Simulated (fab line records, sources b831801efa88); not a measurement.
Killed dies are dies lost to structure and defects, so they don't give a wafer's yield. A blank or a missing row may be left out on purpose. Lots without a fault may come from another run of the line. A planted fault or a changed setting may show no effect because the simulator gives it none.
Chamber matching | flow sky130 | SKY_LI_CONTACT_CMP_02 on cmp-01: 4 sister chambers
The step polishes PSG. 8 wafers are shown with their chamber, then 7 later ones without.

WAFERS WITH THEIR CHAMBER
wafer  | chamber | motor_current_A (A) | time_to_endpoint_s (s)
L813.5 | 2       | 10.0                | 31.6
L816.1 | 0       | 11.9                | 29.4
L816.5 | 1       | 13.3                | 28.2
L817.3 | 3       | 13.8                | 30.7
L817.4 | 2       | 9.7                 | 33.4
L817.5 | 0       | 12.5                | 32.2
L819.2 | 3       | 13.6                | 33.5
L819.4 | 1       | 13.5                | 27.2

WAFERS WITHOUT THEIR CHAMBER
wafer  | motor_current_A (A) | time_to_endpoint_s (s)
L819.6 | 9.8                 | 30.7
L832.1 | 14.3                | 33.3
L832.2 | 13.1                | 32.5
L832.4 | 9.4                 | 34.4
L833.1 | 12.5                | 35.0
L833.4 | 13.4                | 33.7
L833.5 | 14.4                | 35.1

WHICH CHAMBER EACH WENT THROUGH
wafer  | from the rows above          | in truth
L819.6 | 2                            | 2
L832.1 | 3                            | 3
L832.2 | can't be placed: 3 or 1 or 0 | 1
L832.4 | 2                            | 2
L833.1 | 0                            | 0
L833.4 | 3                            | 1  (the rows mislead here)
L833.5 | 3                            | 3
Placed correctly: 5 of 7. Can't be placed from these rows: 1 (the true chamber is among the candidates in 1). Placed wrongly: 1.
How it was worked out, from the rows above alone: a wafer's distance from a chamber is the root of the sum, over the readings, of the square of ((its reading less the chamber's mean) divided by the reading's scatter). The wafer belongs to the nearest chamber; if the next one is less than 2 further off, it can't be placed. A chamber's mean is the mean of its shown wafers. The scatter: the root of (the sum of the squares of (reading less its chamber's mean) over the shown wafers, divided by (wafers less chambers)).
